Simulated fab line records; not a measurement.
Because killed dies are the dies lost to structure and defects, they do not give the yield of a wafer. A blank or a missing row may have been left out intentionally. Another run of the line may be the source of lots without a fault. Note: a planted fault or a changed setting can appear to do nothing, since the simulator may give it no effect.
8D (eight disciplines) problem report, filled in by code || flow sky130 || the parts of the form that need people (team, actions taken, sign-off) are left out

## 1. PROBLEM STATEMENT
CAPM_CVD_00_THK at SKY_CAPM_THK_MEAS_01 reads a mean of 22.64 nm on 1 wafer of 1 lot; wafers without a fault read 15.51 nm with a standard deviation of 0.19. Measured from the usual mean, that is +38 standard deviations.
First observed at day 41 04:47: wafer L645.3, on film-metro-03. The record has a number at this step for 38 wafers belonging to 13 lots. Rule for "out" (also "out of limits"): further than 4 standard deviations from the usual mean. Any other wafer with a number is counted as sound.

## 2. WHAT IT IS, WHAT IT ISN'T
{"question": "which readings at this step", "is": "CAPM_CVD_00_THK", "is not": "-"}
{"question": "which lots", "is": "L645", "is not": "L635, L636, L637, L638, L640, L641, L642, L643, L644, L653, L654, L656"}
{"question": "which wafers of those lots", "is": "L645.3", "is not": "L645.6"}
{"question": "read on which gauges", "is": "film-metro-03", "is not": "film-metro-02, film-metro-04"}
{"question": "when", "is": "from day 41 04:47", "is not": "up to then (28 sound wafers); but 9 sound wafers of L653, L654, L656 came after"}

## 3. SUSPECTS, AND WHAT RULES EACH OUT
Counting: if a tool at a process step up to the reading ran every lot that is out, it stays a suspect. Sound lots after the first of them don't rule it out here, since some wafers of a struck lot are sound.
- the gauge at SKY_CAPM_THK_MEAS_01 is ruled out. All the wafers that are out were read on film-metro-03, but those of them that SKY_METAL3_ETCH_17 has rows for are out there too, on other tools.
- cmp-02 at SKY_VIA1_CMP_24 (polishes, stops on SiO2, t overpolish 15 s, target thk 0 nm): kept. It ran the lot that is out, L645 (day 39 00:10); its last sound lot up to then is L643 (day 37 19:29).
- pecvd-04 at SKY_CAPM_CVD_00 (deposits SiO2, target thk 15.5 nm): kept. It ran the lot that is out, L645 (day 41 04:41); its last sound lot up to then is L643 (day 40 00:17).
- At SKY_CAPM_CVD_00 on pecvd-04, chamber 0 took the sound wafers of the same lots and chamber 1 took the wafers that are out.
What counting leaves: cmp-02 at SKY_VIA1_CMP_24 and pecvd-04 at SKY_CAPM_CVD_00.

## 4. THE CAUSE (what the simulator had put in)
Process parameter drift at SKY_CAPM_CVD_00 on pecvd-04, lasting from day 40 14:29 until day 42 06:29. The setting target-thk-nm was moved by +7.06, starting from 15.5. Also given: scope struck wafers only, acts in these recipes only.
Counting leaves 2 suspects; this tool is one of them.

## 5. SEQUENCE OF EFFECTS, ordered by route
Rows list readings where the struck wafers' mean (over those with a number) sits beyond 3 standard deviations from the usual. Only readings for which the record gives a usual standard deviation are gone through. hours: the time from each lot's start at the first step in this table that gives one to its start at this step, as a median over the lots. sigmas: the change in usual standard deviations.
{"hours": 0, "step": "SKY_CAPM_THK_MEAS_01", "reading": "CAPM_CVD_00_THK", "usual": "15.51 nm", "on struck wafers": 22.64, "change": "+7.13", "sigmas": "+38"}
{"hours": 46, "step": "SKY_METAL3_ETCH_17", "reading": "oes-product-au", "usual": "0.755 a.u.", "on struck wafers": 0.926, "change": "+0.171", "sigmas": "+26"}
The process steps in it:
- SKY_METAL3_ETCH_17: etches SiO2 in C4F8/O2/Ar, stops on TiN, time 3.9 s, target depth 15 nm.

## 6. HOW IT WOULD HAVE BEEN CAUGHT EARLIER
The first out-of-limits reading at a measuring or inspecting step in this record came at day 41 04:47, 14 hours after the fault's start at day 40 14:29.
Tool readings at SKY_CAPM_CVD_00 with a usual standard deviation given in the record: none out on any struck wafer, hence no alarm at a limit of 4 standard deviations on them.
All the lots that are out (1) had begun SKY_CAPM_CVD_00 on pecvd-04 by day 41 04:47. Had the tool been put on hold then, not one of them would have been saved.
